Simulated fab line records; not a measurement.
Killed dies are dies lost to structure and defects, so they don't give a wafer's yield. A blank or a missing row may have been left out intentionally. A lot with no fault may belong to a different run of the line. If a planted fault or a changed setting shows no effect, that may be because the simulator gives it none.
What tool caused it? + flow sky130 + 24 lots, 72 wafers sampled, at 5 steps of a route of 708

## WHAT EACH GAUGE READ, for each wafer
SKY_SD_N_TW_MEAS_12. Usual: SD_N_TW 3976, standard deviation 32.
| lot  | measured     | on            | SD_N_TW        | flag |
|------|--------------|---------------|----------------|------|
| L074 | day 27 22:29 | film-metro-01 | 4040 4046 4038 |      |
| L076 | day 28 10:54 | film-metro-02 | 3979 3969 3980 |      |
| L075 | day 28 11:05 | film-metro-03 | 3953 3936 3928 |      |
| L077 | day 28 22:49 | film-metro-03 | 3947 3935 3940 |      |
| L078 | day 29 12:02 | film-metro-01 | 3984 3979 3985 |      |
| L079 | day 29 15:35 | film-metro-01 | 4029 4003 4012 |      |
| L080 | day 29 18:29 | film-metro-01 | 3990 4003 3986 |      |
| L081 | day 30 02:55 | film-metro-03 | 3941 3932 3926 |      |
| L082 | day 30 14:58 | film-metro-01 | 3997 4006 4015 |      |
| L083 | day 31 00:07 | film-metro-01 | 3963 3960 3959 |      |
| L084 | day 31 07:02 | film-metro-03 | 3963 3973 3985 |      |
| L085 | day 31 14:40 | film-metro-03 | 3946 3957 3947 |      |
| L086 | day 32 01:47 | film-metro-01 | 3971 3993 3974 |      |
| L087 | day 32 06:53 | film-metro-02 | 3986 3958 3943 |      |
| L088 | day 32 18:17 | film-metro-02 | 3974 3983 3984 |      |
| L089 | day 33 16:03 | film-metro-01 | 4066 4044 4051 |      |
| L090 | day 33 20:04 | film-metro-01 | 4008 4028 4044 |      |
| L092 | day 34 01:34 | film-metro-01 | 3986 3980 3974 |      |
| L091 | day 34 19:05 | film-metro-03 | 3941 3960 3958 |      |
| L094 | day 34 19:28 | film-metro-02 | 3975 3983 3981 |      |
| L093 | day 34 19:49 | film-metro-01 | 3992 3996 3966 |      |
| L096 | day 35 01:49 | film-metro-03 | 3967 3959 3964 |      |
| L095 | day 35 02:07 | film-metro-03 | 3956 3922 3971 |      |
| L097 | day 35 09:28 | film-metro-02 | 3935 3929 3942 |      |

SKY_LI_CONTACT_BOW_MEAS_03. Usual: LI_CONTACT_BOW 56 um, standard deviation 6.4.
| lot  | measured     | on            | LI_CONTACT_BOW (um) | flag |
|------|--------------|---------------|---------------------|------|
| L074 | day 27 23:36 | film-metro-02 | 70 62 56            |      |
| L076 | day 28 12:59 | film-metro-01 | 53 48 57            |      |
| L075 | day 28 13:08 | film-metro-02 | 52 49 53            |      |
| L077 | day 29 00:15 | film-metro-01 | 58 60 67            |      |
| L078 | day 29 13:11 | film-metro-01 | 53 46 67            |      |
| L079 | day 29 16:44 | film-metro-01 | 60 61 55            |      |
| L080 | day 29 19:37 | film-metro-01 | 59 75 60            |      |
| L081 | day 30 04:05 | film-metro-03 | 50 56 60            |      |
| L082 | day 30 19:37 | film-metro-03 | 58 57 54            |      |
| L083 | day 31 01:20 | film-metro-01 | 57 61 55            |      |
| L084 | day 31 08:10 | film-metro-02 | 66 48 56            |      |
| L085 | day 31 15:47 | film-metro-03 | 57 63 51            |      |
| L086 | day 32 03:02 | film-metro-03 | 49 57 54            |      |
| L087 | day 32 08:02 | film-metro-03 | 55 70 69            |      |
| L088 | day 32 19:25 | film-metro-03 | 60 50 57            |      |
| L089 | day 33 17:13 | film-metro-02 | 56 65 70            |      |
| L090 | day 33 21:13 | film-metro-02 | 56 52 50            |      |
| L092 | day 34 02:41 | film-metro-03 | 53 44 59            |      |
| L091 | day 34 20:20 | film-metro-01 | 54 59 67            |      |
| L094 | day 34 20:41 | film-metro-03 | 60 55 59            |      |
| L093 | day 34 21:00 | film-metro-02 | 59 54 49            |      |
| L096 | day 35 02:58 | film-metro-03 | 66 58 55            |      |
| L095 | day 35 03:19 | film-metro-01 | 50 46 43            |      |
| L097 | day 35 10:35 | film-metro-03 | 66 54 55            |      |

SKY_CONTACT_THK_MEAS_03. Usual: CONTACT_HDPCVD_THK 566 nm, standard deviation 6.6.
| lot  | measured     | on            | CONTACT_HDPCVD_THK (nm) | flag |
|------|--------------|---------------|-------------------------|------|
| L074 | day 30 11:07 | film-metro-01 | 564 565 559             |      |
| L076 | day 30 23:40 | film-metro-04 | 564 565 559             |      |
| L075 | day 30 23:50 | film-metro-04 | 572 571 570             |      |
| L077 | day 31 07:19 | film-metro-04 | 572 572 575             |      |
| L078 | day 32 00:40 | film-metro-04 | 574 575 567             |      |
| L079 | day 32 01:59 | film-metro-01 | 568 567 574             |      |
| L080 | day 32 06:23 | film-metro-04 | 566 562 568             |      |
| L081 | day 32 10:30 | film-metro-01 | 567 571 557             |      |
| L082 | day 33 04:03 | film-metro-03 | 570 577 569             |      |
| L083 | day 33 10:28 | film-metro-04 | 562 563 559             |      |
| L084 | day 33 15:23 | film-metro-01 | 575 573 577             |      |
| L085 | day 33 23:51 | film-metro-03 | 558 557 550             |      |
| L086 | day 34 10:19 | film-metro-04 | 576 577 576             |      |
| L087 | day 34 16:24 | film-metro-01 | 569 563 570             |      |
| L088 | day 35 02:20 | film-metro-04 | 563 564 560             |      |
| L089 | day 36 00:30 | film-metro-03 | 562 569 565             |      |
| L090 | day 36 04:21 | film-metro-03 | 580 578 572             |      |
| L092 | day 36 10:28 | film-metro-03 | 562 558 553             |      |
| L091 | day 37 02:31 | film-metro-01 | 562 567 574             |      |
| L094 | day 37 03:50 | film-metro-01 | 563 558 564             |      |
| L093 | day 37 03:52 | film-metro-03 | 568 571 559             |      |
| L096 | day 37 09:41 | film-metro-03 | 561 558 566             |      |
| L095 | day 37 10:26 | film-metro-04 | 569 569 564             |      |
| L097 | day 37 15:46 | film-metro-01 | 573 576 564             |      |

SKY_CONTACT_OVL_MEAS_15. Usual: CONTACT_OVL 4 nm, standard deviation 5.1.
| lot  | measured     | on         | CONTACT_OVL (nm) | flag |
|------|--------------|------------|------------------|------|
| L074 | day 31 20:55 | overlay-01 | 1 10 2           |      |
| L076 | day 32 03:34 | overlay-01 | -6 4 2           |      |
| L075 | day 32 04:22 | overlay-02 | -5 -4 -2         |      |
| L077 | day 32 10:13 | overlay-02 | 8 3 5            |      |
| L078 | day 33 04:10 | overlay-01 | 6 4 1            |      |
| L079 | day 33 05:34 | overlay-02 | 6 -1 3           |      |
| L080 | day 33 09:49 | overlay-02 | 4 6 5            |      |
| L081 | day 33 13:19 | overlay-02 | 7 9 7            |      |
| L082 | day 34 06:49 | overlay-01 | 3 11 11          |      |
| L083 | day 34 12:58 | overlay-01 | 7 6 -1           |      |
| L084 | day 34 17:55 | overlay-01 | 4 3 4            |      |
| L085 | day 35 02:28 | overlay-01 | -10 -7 -3        |      |
| L086 | day 35 13:49 | overlay-02 | 4 -2 4           |      |
| L087 | day 35 19:16 | overlay-01 | 10 12 4          |      |
| L088 | day 36 05:14 | overlay-02 | 10 6 11          |      |
| L089 | day 37 03:14 | overlay-01 | 3 13 8           |      |
| L090 | day 37 06:58 | overlay-01 | 6 11 10          |      |
| L092 | day 37 13:16 | overlay-01 | 7 -2 6           |      |
| L091 | day 38 05:14 | overlay-01 | -4 -4 -4         |      |
| L094 | day 38 06:01 | overlay-02 | 9 7 5            |      |
| L093 | day 38 06:23 | overlay-02 | 1 11 2           |      |
| L096 | day 38 12:01 | overlay-02 | -3 5 -5          |      |
| L095 | day 38 12:31 | overlay-02 | 5 9 0            |      |
| L097 | day 38 17:46 | overlay-01 | 3 12 3           |      |

SKY_CONTACT_THK_MEAS_26: measures by xrf. Usual: CONTACT_W_THK 335 nm, standard deviation 4.3.
| lot  | measured     | on            | CONTACT_W_THK (nm) | flag |
|------|--------------|---------------|--------------------|------|
| L074 | day 31 21:58 | film-metro-03 | 336 339 337        |      |
| L076 | day 32 04:38 | film-metro-03 | 335 331 343        |      |
| L075 | day 32 05:26 | film-metro-01 | 330 329 328        |      |
| L077 | day 32 11:17 | film-metro-01 | 335 330 334        |      |
| L078 | day 33 05:18 | film-metro-04 | 338 338 335        |      |
| L079 | day 33 06:38 | film-metro-04 | 343 343 340        |      |
| L080 | day 33 10:52 | film-metro-01 | 337 332 331        |      |
| L081 | day 33 14:28 | film-metro-04 | 338 340 335        |      |
| L082 | day 34 07:53 | film-metro-01 | 332 333 338        |      |
| L083 | day 34 14:01 | film-metro-03 | 335 333 338        |      |
| L084 | day 34 18:58 | film-metro-01 | 330 332 329        |      |
| L085 | day 35 03:32 | film-metro-04 | 338 336 336        |      |
| L086 | day 35 14:53 | film-metro-01 | 338 332 337        |      |
| L087 | day 35 20:19 | film-metro-03 | 336 335 332        |      |
| L088 | day 36 06:22 | film-metro-01 | 335 333 331        |      |
| L089 | day 37 04:19 | film-metro-01 | 333 333 331        |      |
| L090 | day 37 08:02 | film-metro-04 | 337 338 338        |      |
| L092 | day 37 14:19 | film-metro-01 | 331 332 332        |      |
| L091 | day 38 06:17 | film-metro-04 | 334 338 336        |      |
| L094 | day 38 07:05 | film-metro-03 | 327 327 328        |      |
| L093 | day 38 07:26 | film-metro-04 | 332 335 333        |      |
| L096 | day 38 13:05 | film-metro-04 | 335 330 336        |      |
| L095 | day 38 13:34 | film-metro-04 | 336 332 341        |      |
| L097 | day 38 18:49 | film-metro-01 | 332 333 333        |      |

## WHICH TOOL RAN EACH LOT (tool, then ch and the chambers of the sampled wafers, then the start)
Before these readings, the record contains no process step.

## AS READ BY THE TOOLS THEMSELVES (means over the sampled wafers that have a number; for cases with no such wafer, the mark the record gives instead)
The record holds no such reading with a usual standard deviation.

## THE ANSWER, worked out from the rows above alone
Rule: take the mean of a lot's wafers that have a number; if it is more than 3 standard deviations from the usual mean, the lot is off. Also off: a lot with no number at a reading for which 4 or more lots have one. All remaining lots with rows at the step are treated as sound. After the gauges, taken in route order, come the tools' own readings; for these a lot's mean is taken, as printed above. The first step at which some lot is off is used, and at that step the reading that is off furthest; a lot without a number counts as furthest.
None of the lots is off at any reading shown; this tells nothing.

## WHAT HAD BEEN PUT IN BY THE SIMULATOR
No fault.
